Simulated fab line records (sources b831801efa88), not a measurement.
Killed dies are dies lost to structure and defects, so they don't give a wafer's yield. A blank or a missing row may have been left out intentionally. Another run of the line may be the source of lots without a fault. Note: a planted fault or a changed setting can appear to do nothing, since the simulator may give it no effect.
fab line records    flow sky130
record lots=13  wafers=39  last-day=50
route steps=708 shown SONOS_ONO@182 POLY_GATE@229 LDD_N@252 LDD_P@263 PAD_OPEN@708
lots that met no fault: from a run of the same line without faults
start-h: the number of hours between the record's first day and the start of the first shown wafer of the lot    wait-h: hours elapsed since this lot's preceding step    " same as the row above    L1.1+2: one row covering several wafers at once    - either no value or no given start    * or withheld: withheld    < > ~ a bound
route shown NAME@n: names a module that has steps shown in the file, with the first one's number in the route    usual: mean/standard deviation taken from wafers without a fault    same: alike in all rows    chamber/n: place in a boat    sites: each site's reading    _std_site: the standard deviation of these    _edge_site: outer sites' mean less inner sites'    radius-mm: for every site, how far away it sits from the centre of the wafer    mask NAME#n: copy n    behind: tool/chamber where the wafer was last shaped    hold: the reason the lot was held/the length of the hold in hours/how it ended    device: names the non-switching transistor (n, p or np)    end of line: the same wafers' tests at the end of the route    a step without rows: its recipe alone    killed: dies that structure and defects cost at the first sort, which is not the same as the wafer's yield    map: a wafer's dies, x killed, . not, _ none there
set.NAME: the setting as run; set.NAME@STEP: as run at that earlier step    model.NAME: the simulator's own value behind a step, which no gauge read
a sample of lots followed through the steps of the route, with each step as a table and each wafer as a row
services: the hour from which a tool's chamber was out of use, counted from the record's first day as start-h (under 0 if before that day), plus the number of hours and why
## steps
# step SKY_SONOS_ONO_OVL_MEAS_14
# usual SONOS_ONO_OVL=-0.6/1.3
lot.wafer  tool        chamber  start-h  wait-h  SONOS_ONO_OVL[nm]
L405.1     overlay-01  -        272.94   0.1     -0.4
L405.2     "           -        "        "       0.1
L405.5     "           -        "        "       -1.0
L406.2     overlay-02  -        284.49   0.1     0.1
L406.3     "           -        "        "       0.9
L406.5     "           -        "        "       0.4
L408.1     overlay-01  -        300.30   0.1     0.7
L408.2     "           -        "        "       0.5
L408.3     "           -        "        "       -0.3
L409.2     overlay-02  -        309.21   0.1     -1.9
L409.4     "           -        "        "       -2.7
L409.6     "           -        "        "       -2.3
L411.2     overlay-02  -        323.41   0.1     0.6
L411.3     "           -        "        "       1.3
L411.4     "           -        "        "       0.5
L412.1     overlay-01  -        335.74   0.1     0.5
L412.3     "           -        "        "       -0.1
L412.4     "           -        "        "       -1.0
L413.1     overlay-01  -        337.45   0.1     1.0
L413.2     "           -        "        "       0.2
L413.5     "           -        "        "       0.4
L415.1     overlay-01  -        355.90   0.1     -1.9
L415.3     "           -        "        "       -0.2
L415.5     "           -        "        "       -0.9
L416.1     overlay-01  -        366.70   0.1     -3.1
L416.4     "           -        "        "       -2.6
L416.5     "           -        "        "       -4.2
L422.1     overlay-02  -        416.75   0.1     -0.2
L422.2     "           -        "        "       -2.3
L422.3     "           -        "        "       -3.3
L423.1     overlay-01  -        422.25   0.1     -0.5
L423.3     "           -        "        "       -0.9
L423.4     "           -        "        "       -0.7
L427.1     overlay-01  -        458.40   0.1     0.5
L427.3     "           -        "        "       1.3
L427.5     "           -        "        "       0.2
L428.1     overlay-01  -        471.60   0.1     -0.1
L428.4     "           -        "        "       -0.7
L428.6     "           -        "        "       -1.2
# step SKY_POLY_GATE_ETCH_15
# recipe chemistry=N2/H2  target=BARC  ion-energy-ev=200  source-w=500  bias-w=100  pressure-mtorr=30  n2-flow-sccm=100  h2-flow-sccm=200  stop-on=SiO2  time-s=118.5  target-depth-a=1100
# usual bias-w=100.0/0.31  drypump-motor-current-A=5.7/0.52  h2-flow-sccm=200.1/0.57  oes-product-au=0.716/0.0047  throttle-valve-pct=13.213/0.0097
lot.wafer  tool         chamber  start-h  wait-h  bias-w  drypump-motor-current-A  h2-flow-sccm  oes-product-au  rf-hours-counter-h  throttle-valve-pct
L405.1     rie-diel-02  2        358.59   0.0     100.2   5.8                      199.7         0.716           6                   13.229
L405.2     "            1        "        "       100.0   5.9                      200.1         0.722           12                  13.211
L405.5     "            0        "        "       100.4   4.9                      199.6         0.708           -                   13.225
L406.2     rie-diel-03  2        371.64   0.0     99.9    6.3                      199.7         0.705           4                   13.206
L406.3     "            1        "        "       100.4   6.0                      198.9         0.720           5                   13.212
L406.5     "            2        "        "       99.7    6.3                      200.1         0.711           -                   13.233
L408.1     rie-diel-04  0        392.24   0.0     100.3   5.5                      199.9         0.713           4                   13.202
L408.2     "            1        "        "       100.1   6.6                      199.5         0.716           82                  13.223
L408.3     "            3        "        "       100.1   6.0                      199.3         0.715           34                  13.227
L409.2     rie-diel-03  2        403.65   0.0     100.0   6.3                      198.9         0.714           5                   13.224
L409.4     "            3        "        "       100.0   4.8                      200.2         0.717           51                  13.219
L409.6     "            2        "        "       100.0   6.3                      200.2         0.712           -                   13.217
L411.2     rie-diel-04  3        417.14   0.0     99.9    6.0                      200.5         0.716           35                  13.210
L411.3     "            0        "        "       100.5   5.5                      199.4         0.714           4                   13.228
L411.4     "            1        "        "       100.4   6.6                      200.1         0.712           83                  13.205
L412.1     rie-diel-04  1        430.68   0.0     100.1   6.6                      199.9         0.725           83                  13.211
L412.3     "            0        "        "       100.3   5.5                      200.0         0.726           5                   13.215
L412.4     "            2        "        "       99.6    4.9                      200.3         0.714           53                  13.227
L413.1     rie-diel-03  3        433.20   0.0     100.0   4.8                      200.1         0.711           52                  13.192
L413.2     "            2        "        "       100.3   6.3                      200.5         0.717           6                   13.212
L413.5     "            1        "        "       100.0   6.0                      199.3         0.723           -                   13.218
L415.1     rie-diel-04  3        452.79   0.0     100.1   6.0                      200.1         0.716           36                  13.210
L415.3     "            2        "        "       100.2   5.0                      199.5         0.721           54                  13.216
L415.5     "            1        "        "       99.6    6.6                      198.8         0.703           -                   13.205
L416.1     rie-diel-04  3        464.98   0.0     99.7    6.0                      199.4         0.725           36                  13.211
L416.4     "            0        "        "       100.4   5.5                      199.2         0.715           5                   13.222
L416.5     "            0        "        "       99.8    5.5                      199.1         0.722           -                   13.216
L422.1     rie-diel-02  0        518.85   0.0     100.2   4.9                      199.6         0.712           0                   13.211
L422.2     "            1        "        "       100.1   6.0                      199.2         0.710           15                  13.227
L422.3     "            2        "        "       100.9   5.7                      199.8         0.721           9                   13.206
L423.1     rie-diel-02  1        522.69   0.0     100.0   5.9                      199.8         0.711           15                  13.216
L423.3     "            3        "        "       100.0   6.0                      199.9         0.712           8                   13.199
L423.4     "            2        "        "       99.7    5.7                      200.3         0.713           9                   13.207
L427.1     rie-diel-02  2        555.05   0.0     100.4   5.8                      200.2         0.712           10                  13.205
L427.3     "            0        "        "       99.8    4.8                      200.1         0.721           1                   13.203
L427.5     "            1        "        "       99.5    5.9                      200.2         0.707           -                   13.200
L428.1     rie-diel-02  2        569.14   0.0     100.6   5.8                      200.1         0.725           10                  13.232
L428.4     "            3        "        "       100.0   6.0                      200.1         0.710           8                   13.219
L428.6     "            2        "        "       100.1   5.8                      199.6         0.719           -                   13.212
# step SKY_LDD_N_IMPLANT_15
# recipe species=BF2  energy-kev=50  dose-cm2=5e+12  tilt-deg=30  rotation-deg=270
# usual dose-ions-cm2=5e+12/5.2e+09  end-station-pressure-torr=5.05e-06/2.4e-07  faraday-current-uA=28.3/0.57
lot.wafer  tool          chamber  start-h  wait-h  dose-ions-cm2  end-station-pressure-torr  faraday-current-uA
L405.1     implanter-01  0        390.87   0.1     4.996e+12      5.16e-06                   27.3
L405.2     "             0        "        "       5.01e+12       5.48e-06                   28.2
L405.5     "             0        "        "       4.994e+12      4.63e-06                   28.2
L406.2     implanter-01  0        402.68   0.1     5.002e+12      5.17e-06                   29.4
L406.3     "             0        "        "       5.004e+12      5.5e-06                    28.9
L406.5     "             0        "        "       5.002e+12      4.99e-06                   28.6
L408.1     implanter-01  0        425.07   0.1     5.004e+12      4.95e-06                   28.4
L408.2     "             0        "        "       5.001e+12      4.83e-06                   27.1
L408.3     "             0        "        "       4.996e+12      4.84e-06                   28.5
L409.2     implanter-02  0        437.53   0.1     4.999e+12      5e-06                      27.4
L409.4     "             0        "        "       5.009e+12      5.27e-06                   28.4
L409.6     "             0        "        "       5e+12          5.18e-06                   28.9
L411.2     implanter-01  0        452.18   0.1     5.003e+12      4.95e-06                   28.0
L411.3     "             0        "        "       4.999e+12      4.82e-06                   28.7
L411.4     "             0        "        "       4.998e+12      5.13e-06                   28.4
L412.1     implanter-03  0        465.32   0.1     4.996e+12      5.33e-06                   27.6
L412.3     "             0        "        "       5.005e+12      5.2e-06                    27.1
L412.4     "             0        "        "       5.01e+12       5.3e-06                    28.3
L413.1     implanter-03  0        467.20   0.1     5e+12          5.09e-06                   28.4
L413.2     "             0        "        "       4.994e+12      4.97e-06                   28.9
L413.5     "             0        "        "       5.002e+12      5.47e-06                   28.2
L415.1     implanter-01  0        487.11   0.1     4.994e+12      5.33e-06                   27.9
L415.3     "             0        "        "       4.999e+12      5.28e-06                   29.0
L415.5     "             0        "        "       4.994e+12      4.96e-06                   28.7
L416.1     implanter-02  0        498.57   0.1     5.011e+12      4.9e-06                    28.1
L416.4     "             0        "        "       5.005e+12      4.91e-06                   27.1
L416.5     "             0        "        "       5e+12          5.02e-06                   28.7
L422.1     implanter-02  0        551.82   0.1     2.203e+12      4.95e-06                   12.4
L422.2     "             0        "        "       2.195e+12      4.92e-06                   12.3
L422.3     "             0        "        "       2.193e+12      4.73e-06                   12.2
L423.1     implanter-02  0        554.72   0.1     2.185e+12      5e-06                      12.2
L423.3     "             0        "        "       2.192e+12      5.37e-06                   12.4
L423.4     "             0        "        "       2.19e+12       4.85e-06                   12.4
L427.1     implanter-03  0        587.24   0.1     5.006e+12      4.93e-06                   27.0
L427.3     "             0        "        "       5.011e+12      4.88e-06                   27.7
L427.5     "             0        "        "       5.002e+12      4.7e-06                    27.9
L428.1     implanter-03  0        602.46   0.1     4.998e+12      5.2e-06                    29.4
L428.4     "             0        "        "       5.001e+12      5.36e-06                   28.3
L428.6     "             0        "        "       5.003e+12      5.51e-06                   28.9
# step SKY_LDD_P_OVL_MEAS_08
# usual LDD_P_OVL=-1.3/1.6
lot.wafer  tool        chamber  start-h  wait-h  LDD_P_OVL[nm]
L405.1     overlay-01  -        421.05   0.1     -1.6
L405.2     "           -        "        "       -3.1
L405.5     "           -        "        "       -2.7
L406.2     overlay-02  -        433.47   0.1     -0.9
L406.3     "           -        "        "       -1.2
L406.5     "           -        "        "       -0.4
L408.1     overlay-01  -        456.64   0.1     -1.0
L408.2     "           -        "        "       -1.9
L408.3     "           -        "        "       -2.5
L409.2     overlay-02  -        468.38   0.1     -0.5
L409.4     "           -        "        "       -1.9
L409.6     "           -        "        "       -0.1
L411.2     overlay-01  -        482.32   0.1     -1.6
L411.3     "           -        "        "       -2.0
L411.4     "           -        "        "       -0.8
L412.1     overlay-01  -        496.06   0.1     -1.8
L412.3     "           -        "        "       -1.4
L412.4     "           -        "        "       -0.5
L413.1     overlay-02  -        498.04   0.1     1.0
L413.2     "           -        "        "       0.0
L413.5     "           -        "        "       -0.9
L415.1     overlay-02  -        517.64   0.1     -1.7
L415.3     "           -        "        "       -3.4
L415.5     "           -        "        "       -1.8
L416.1     overlay-02  -        529.06   0.1     -2.1
L416.4     "           -        "        "       -2.5
L416.5     "           -        "        "       -1.1
L422.1     overlay-01  -        580.84   0.1     1.5
L422.2     "           -        "        "       0.6
L422.3     "           -        "        "       1.4
L423.1     overlay-02  -        583.44   0.1     -1.0
L423.3     "           -        "        "       -2.1
L423.4     "           -        "        "       -0.4
L427.1     overlay-02  -        615.60   0.1     -2.4
L427.3     "           -        "        "       -0.6
L427.5     "           -        "        "       -2.3
L428.1     overlay-01  -        632.35   0.1     0.4
L428.4     "           -        "        "       0.7
L428.6     "           -        "        "       -1.0
# step SKY_PAD_OPEN_PROBE_99
# usual killed_at_M0_to_M3=44/7.2  killed_at_M4_up=3.0/1.9  killed-at-contacts=25/4.8  killed-at-front-end=16/4.2  killed-at-other=0.2/0.44  killed-dies=88/9.3  killed-open=48/7.1  killed-short=40/6.5
# same gross-dies=492  killed-at-back-side=0
lot.wafer  tool       chamber  start-h  wait-h  killed_at_M0_to_M3  killed_at_M4_up  killed-at-contacts  killed-at-front-end  killed-at-other  killed-dies  killed-open  killed-short
L412.1     prober-01  -        1114.40  0.1     45                  4                19                  8                    0                76           45           31
L412.3     prober-01  -        1114.50  0.2     40                  7                36                  12                   0                95           50           45
L412.4     prober-01  -        1114.55  0.2     33                  3                25                  11                   0                72           43           29
L415.1     prober-02  -        1133.49  0.1     41                  6                32                  6                    1                86           47           39
L415.3     prober-02  -        1133.59  0.2     43                  2                22                  9                    0                76           35           41
L415.5     prober-02  -        1133.69  0.2     45                  2                35                  13                   0                95           57           38
L423.1     prober-02  -        1170.00  0.1     37                  3                28                  12                   0                80           39           41
L423.3     prober-02  -        1170.10  0.2     42                  2                30                  18                   1                93           52           41
L423.4     prober-02  -        1170.15  0.2     47                  5                29                  16                   0                97           47           50
L427.1     prober-01  -        1187.33  0.1     39                  4                24                  17                   0                84           52           32
L427.3     prober-01  -        1187.43  0.2     41                  0                25                  13                   0                79           45           34
L427.5     prober-01  -        1187.53  0.2     34                  4                27                  12                   0                77           34           43
# killed by level:class
L412.1 CONTACT:geometric-particle:open=10 VIA1:geometric-particle:open=9 VIA1:geometric-particle:short=6 LI_CONTACT:geometric-particle:open=5 VIA3:geometric-particle:open=5 VIA2:geometric-particle:open=5 VIA3:geometric-particle:short=5 FIELD_ISO:geometric-particle:open=4
L412.3 LI_CONTACT:geometric-particle:open=15 CONTACT:geometric-particle:open=7 VIA3:geometric-particle:open=7 METAL4:geometric-particle:short=7 CONTACT:geometric-particle:short=6 VIA2:geometric-particle:short=6 FIELD_ISO:geometric-particle:open=5 LOCAL_INTERCONNECT:geometric-particle:short=5
L412.4 LI_CONTACT:geometric-particle:open=9 CONTACT:geometric-particle:open=8 VIA1:geometric-particle:open=8 FIELD_ISO:geometric-particle:short=6 VIA3:geometric-particle:open=5 VIA2:geometric-particle:open=5 LI_CONTACT:geometric-particle:short=3 VIA1:geometric-particle:short=3
L415.1 CONTACT:geometric-particle:open=11 CONTACT:geometric-particle:short=9 VIA1:geometric-particle:open=8 VIA3:geometric-particle:open=8 VIA2:geometric-particle:open=7 LI_CONTACT:geometric-particle:open=6 LOCAL_INTERCONNECT:geometric-particle:short=4 METAL1:geometric-particle:short=4
L415.3 CONTACT:geometric-particle:open=9 VIA1:geometric-particle:open=9 METAL1:geometric-particle:short=7 LOCAL_INTERCONNECT:geometric-particle:short=5 VIA3:geometric-particle:short=4 VIA1:geometric-particle:short=4 METAL2:geometric-particle:short=4 VIA2:geometric-particle:open=4
L415.5 LI_CONTACT:geometric-particle:open=11 VIA3:geometric-particle:open=9 CONTACT:geometric-particle:open=9 VIA1:geometric-particle:open=9 LI_CONTACT:geometric-particle:short=6 METAL1:geometric-particle:short=6 METAL2:geometric-particle:short=6 VIA2:geometric-particle:open=6
L423.1 CONTACT:geometric-particle:short=10 CONTACT:geometric-particle:open=9 VIA2:geometric-particle:open=8 VIA1:geometric-particle:open=5 LOCAL_INTERCONNECT:geometric-particle:short=5 METAL1:geometric-particle:short=5 FIELD_ISO:geometric-particle:open=4 VIA2:geometric-particle:short=4
L423.3 CONTACT:geometric-particle:open=16 VIA1:geometric-particle:open=9 VIA2:geometric-particle:short=7 POLY_GATE:geometric-particle:open=6 LI_CONTACT:geometric-particle:open=5 METAL3:geometric-particle:short=5 VIA2:geometric-particle:open=4 FIELD_ISO:geometric-particle:short=3
L423.4 VIA1:geometric-particle:open=9 CONTACT:geometric-particle:open=8 METAL2:geometric-particle:short=8 LI_CONTACT:geometric-particle:open=7 VIA2:geometric-particle:open=7 VIA1:geometric-particle:short=6 CONTACT:geometric-particle:short=6 FIELD_ISO:geometric-particle:short=5
L427.1 CONTACT:geometric-particle:open=11 VIA1:geometric-particle:open=9 VIA2:geometric-particle:open=8 LI_CONTACT:geometric-particle:open=6 VIA2:geometric-particle:short=5 FIELD_ISO:geometric-particle:open=4 POLY_GATE:geometric-particle:open=4 METAL2:geometric-particle:short=4
L427.3 CONTACT:geometric-particle:open=14 VIA1:geometric-particle:open=8 VIA1:geometric-particle:short=7 VIA2:geometric-particle:short=6 CONTACT:geometric-particle:short=5 VIA3:geometric-particle:open=5 FIELD_ISO:geometric-particle:open=4 FIELD_ISO:geometric-particle:short=3
L427.5 CONTACT:geometric-particle:open=10 CONTACT:geometric-particle:short=7 VIA2:geometric-particle:short=6 VIA1:geometric-particle:open=6 VIA3:geometric-particle:open=6 VIA1:geometric-particle:short=4 METAL4:geometric-particle:short=4 VIA2:geometric-particle:open=4
## services
tool          chamber  start-h  hours  kind
implanter-02  -        336.41   11.8   pm
rie-diel-03   2        358.22   12.3   repair
rie-diel-03   3        390.46   1.8    repair
rie-diel-02   0        405.02   3.5    repair
rie-diel-03   0        407.41   1.5    repair
rie-diel-02   2        414.64   3.4    repair
implanter-02  -        420.97   4.2    pm
rie-diel-02   -        423.66   14.6   pm
rie-diel-03   -        426.49   0.3    repair
implanter-03  -        433.54   4.8    pm
implanter-01  -        476.79   1.8    repair
rie-diel-02   0        480.24   -      clean
rie-diel-02   0        480.24   21.4   scheduled-down
rie-diel-02   0        480.24   21.4   vent-cycle
implanter-02  -        481.34   2.6    repair
implanter-01  -        496.41   213.8  pm
rie-diel-02   0        511.01   5.3    repair
rie-diel-02   -        515.39   0.9    repair
rie-diel-03   1        532.82   3.6    repair
rie-diel-02   3        546.28   8.9    repair
implanter-03  -        577.96   8.2    repair
rie-diel-02   0        578.18   5.9    repair
rie-diel-04   3        579.03   1.7    repair
rie-diel-02   3        595.54   6.8    repair
## key
first-sign step=SKY_LDD_N_IMPLANT_15  reading=dose-ions-cm2  direction=down  sigmas=99+  usual=*  struck=*
effect step=SKY_LDD_N_IMPLANT_15  reading=faraday-current-uA  direction=down  sigmas=28  usual=28.3  struck=12.3
met-at SKY_LDD_N_IMPLANT_15
struck-lots L422,L423
tester-left-out L422,L423
not-acting-at SKY_SONOS_ONO_OVL_MEAS_14,SKY_POLY_GATE_ETCH_15,SKY_LDD_P_OVL_MEAS_08
onset-between 498.57 551.82
fault kind=process-parameter-drift  tool=implanter-02  chamber=-  onset-h=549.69  steps=SKY_LDD_N_IMPLANT_15  channel=dose-cm2  offset=*  shape=step  end-h=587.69  acts-in=*  stated=*
# tester-left-out: of these lots the tester's yield and bins aren't shown, on N5 and GAA mostly nor the transistor test; their killed dies are dies lost to structure and defects alone, not to doping, threshold or leakage, so they don't give the yield
